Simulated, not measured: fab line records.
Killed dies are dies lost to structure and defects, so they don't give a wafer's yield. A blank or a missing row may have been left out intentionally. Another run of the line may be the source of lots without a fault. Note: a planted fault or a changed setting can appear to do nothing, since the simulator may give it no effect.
Comparing a struck lot with a sound one :: flow gf180mcu :: 32 out of 602 route steps
Sound: the wafers L341.3, L341.5, L341.6. Struck: wafers L352.2, L352.3, L352.4. The cause comes at the end.
At each step with rows: each side's tool, then ch and its chambers, then its first start. Under that, the readings that differ: sound wafers :: struck wafers :: difference of the means :: sigmas: that difference in standard deviations of wafers without a fault.
alike: readings with means less than 2 such deviations apart, plus words and numbers identical on both sides. not compared: withheld readings, readings lacking a value on some wafer, bounds such as >300 that could conceal the same value, and numbers that have no deviation in the record and whose values overlap.
A row with sigmas, a row that says differs or no value, or rows on one side alone: a step with any of these is where the two part. Non-overlapping numbers with no deviation appear without sigmas and do not part them. A reading that every wafer of one side lacks parts them only if that side has two wafers or more.

first, 4 steps without rows for these wafers: GF_VT_IMPLANT_SOFTBAKE_03 (time 60 s); GF_VT_IMPLANT_EXPOSE_04 (exposes mask LVPWELL LV AREA, target cd 600 nm); GF_VT_IMPLANT_PEB_05; GF_VT_IMPLANT_DEVELOP_06 (develop time 60 s).
GF_VT_IMPLANT_OVL_MEAS_07:
  struck on overlay-01, day 8 11:20; sound on overlay-01, day 5 17:56
  alike: VT_IMPLANT_OVL
following that, these wafers have no rows for 1 step: GF_VT_IMPLANT_IMPLANT_08.
GF_VT_IMPLANT_STRIP_09: strips in O2/N2.
  sound on plasma-asher-02 ch 0,1, day 5 18:09; struck on plasma-asher-02 ch 0,1, day 8 11:31
  alike: drypump-motor-current-A, heater-power-w, o2-flow-sccm, oes-product-au, platen-temp-c, strip-time-to-endpoint-s
  not compared: rf-hours-counter-h
GF_VT_IMPLANT_TW_MEAS_10:
  struck on film-metro-03, day 8 11:37; sound on film-metro-04, day 5 18:14
  alike: VT_IMPLANT_TW
then, 4 steps without rows for these wafers: GF_VT_IMPLANT_DEHYDRATE_11 (time 60 s); GF_VT_IMPLANT_HMDS_12 (prime time 62.4 s); GF_VT_IMPLANT_COAT_13 (resist thk 1000 nm); GF_VT_IMPLANT_SOFTBAKE_14 (time 60 s).
GF_VT_IMPLANT_EXPOSE_15: exposes mask Nwell LV AREA, target cd 860 nm.
  sound on iline-stepper-02 ch 0, day 6 02:08; struck on iline-stepper-02 ch 0, day 8 20:10
reading: mask
sound: Nwell_LV_AREA#0 Nwell_LV_AREA#0 Nwell_LV_AREA#0
struck: LVPWELL_HV_AREA#0 LVPWELL_HV_AREA#0 LVPWELL_HV_AREA#0
difference: differs
sigmas: 
  alike: reticle-temp-C
then, 2 steps without rows for these wafers: GF_VT_IMPLANT_PEB_16; GF_VT_IMPLANT_DEVELOP_17 (develop time 60 s).
GF_VT_IMPLANT_OVL_MEAS_18:
  struck on overlay-02, day 9 04:05; sound on overlay-01, day 6 09:14
reading: VT_IMPLANT_01_OVL (nm)
sound: 1.9 2.6 1.1
struck: - - -
difference: no value on the struck wafers
sigmas: 
following that, these wafers have no rows for 1 step: GF_VT_IMPLANT_IMPLANT_19.
GF_VT_IMPLANT_STRIP_20: strips in O2/N2.
  sound on plasma-asher-04 ch 0,1, day 6 09:27; struck on plasma-asher-02 ch 0,1, day 9 04:16
  alike: drypump-motor-current-A, heater-power-w, o2-flow-sccm, oes-product-au, platen-temp-c, strip-time-to-endpoint-s
  not compared: rf-hours-counter-h
GF_VT_IMPLANT_TW_MEAS_21:
  struck on film-metro-03, day 9 04:22; sound on film-metro-04, day 6 09:32
reading: VT_IMPLANT_2_TW
sound: 1207 1206 1203
struck: 30 29 30
difference: -1176
sigmas: -99 or more
then, 7 steps without rows for these wafers: GF_VT_IMPLANT_DEHYDRATE_22 (time 60 s); GF_VT_IMPLANT_HMDS_23 (prime time 60 s); GF_VT_IMPLANT_COAT_24 (resist thk 1000 nm); GF_VT_IMPLANT_SOFTBAKE_25 (time 60 s); GF_VT_IMPLANT_EXPOSE_26 (exposes mask LVPWELL HV AREA, target cd 860 nm); GF_VT_IMPLANT_PEB_27; GF_VT_IMPLANT_DEVELOP_28 (develop time 60 s).
GF_VT_IMPLANT_OVL_MEAS_29:
  struck on overlay-02, day 9 21:34; sound on overlay-02, day 7 00:37
  alike: VT_IMPLANT_02_OVL
following that, these wafers have no rows for 1 step: GF_VT_IMPLANT_IMPLANT_30.
GF_VT_IMPLANT_STRIP_31: strips in O2/N2.
  sound on plasma-asher-03 ch 0,1, day 7 00:49; struck on plasma-asher-04 ch 0,1, day 9 21:45
  alike: drypump-motor-current-A, heater-power-w, o2-flow-sccm, oes-product-au, platen-temp-c, strip-time-to-endpoint-s
  not compared: rf-hours-counter-h
GF_VT_IMPLANT_TW_MEAS_32:
  struck on film-metro-04, day 9 21:52; sound on film-metro-02, day 7 00:54
reading: VT_IMPLANT_3_TW
sound: 267.3 267.9 267.0
struck: 1203.5 1207.5 1204.0
difference: +937.6
sigmas: +99 or more
then, 1 step without rows for these wafers: GF_VT_IMPLANT_DEHYDRATE_33 (time 60 s).
-- the record jumps here: 23 days lie between the struck wafers' starts before and after (it left off in module VT_IMPLANT and takes up again in module PASSIVATION, whose first step shown is number 602 of the route) --
GF_PASSIVATION_PROBE_99:
  only the struck wafers here have rows in the record (prober-02, day 32 10:50); the sound ones have none

## WHERE THEY PART
At GF_VT_IMPLANT_EXPOSE_15 first; at GF_PASSIVATION_PROBE_99 last (within this record only).

WHY: the cause the simulator had injected
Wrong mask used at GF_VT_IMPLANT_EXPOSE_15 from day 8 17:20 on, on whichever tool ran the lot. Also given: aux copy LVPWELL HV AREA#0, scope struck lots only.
